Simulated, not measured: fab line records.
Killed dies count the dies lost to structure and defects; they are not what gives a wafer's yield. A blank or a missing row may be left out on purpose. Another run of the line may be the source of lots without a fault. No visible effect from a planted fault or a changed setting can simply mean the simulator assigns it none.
Code-filled problem report in 8D (eight disciplines) form | flow gf180mcu | the parts of the form that need people (team, actions taken, sign-off) are left out

1. WHAT WENT WRONG
At GF_VT_IMPLANT_IMPLANT_41, dose-ions-cm2 averages 8.782e+11 over 6 wafers from 2 lots, while fault-free wafers read 1.013e+12, standard deviation 9.5e+08. That is -99 or more standard deviations from the usual mean.
First observed at day 10 12:59: wafer L926.1, on implanter-03. At this step, 18 wafers from 6 lots have a number in the record. Rule for "out" (also "out of limits"): further than 4 standard deviations from the usual mean. The other wafers with a number count as sound.

2. WHAT IT IS AND WHAT IT IS NOT
question                    | is                                | is not
which readings at this step | dose-ions-cm2, faraday-current-uA | -
which lots                  | L926, L928                        | L919, L924, L937, L938
which wafers of those lots  | all that have a number            | -
read on which tools         | implanter-03                      | implanter-01
when                        | from day 10 12:59                 | up to then (6 sound wafers); but 6 sound wafers of L937, L938 came after

3. SUSPECTS, AND WHAT RULES EACH OUT
Counting: a tool at any process step up to the reading remains a suspect when it ran all the lots that are out and ran no sound lot after the first of those.
- plasma-asher-04 at GF_VT_IMPLANT_STRIP_31 (strips in O2/N2): ruled out as a lasting fault. Sound lots L938 ran on it after its first lot that is out, L926 (day 9 19:40).
- implanter-03 at GF_VT_IMPLANT_IMPLANT_41: ruled out as a lasting fault. Sound lots L938 ran on it after its first lot that is out, L926 (day 10 12:59).
Left after counting: nothing in the record.

4. THE CAUSE (what the simulator had put in)
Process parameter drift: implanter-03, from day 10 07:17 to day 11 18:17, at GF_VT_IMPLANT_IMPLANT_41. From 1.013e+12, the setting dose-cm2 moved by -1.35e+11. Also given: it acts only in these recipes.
Counting ruled it out, wrongly.

5. THE EFFECT CHAIN, in route order
One row per reading whose mean, taken over the struck wafers that have a number, lies over 3 standard deviations from the usual. Scope: only readings with a usual standard deviation given in the record; hours: median across lots of the time from each lot's start at the first step in this table that gives one to its start at this step; sigmas: change in usual standard deviations.
hours | step                     | reading            | usual     | on struck wafers | change     | sigmas
0     | GF_VT_IMPLANT_IMPLANT_41 | dose-ions-cm2      | 1.013e+12 | 8.782e+11        | -1.348e+11 | -99 or more
0     | GF_VT_IMPLANT_IMPLANT_41 | faraday-current-uA | 5.71      | 4.94             | -0.77      | -6.4
Process steps it contains:
- GF_VT_IMPLANT_IMPLANT_41

6. WHAT WOULD HAVE CAUGHT IT SOONER
In this record the first reading out of limits was taken at day 10 12:59, 6 hours after the fault began at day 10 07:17.
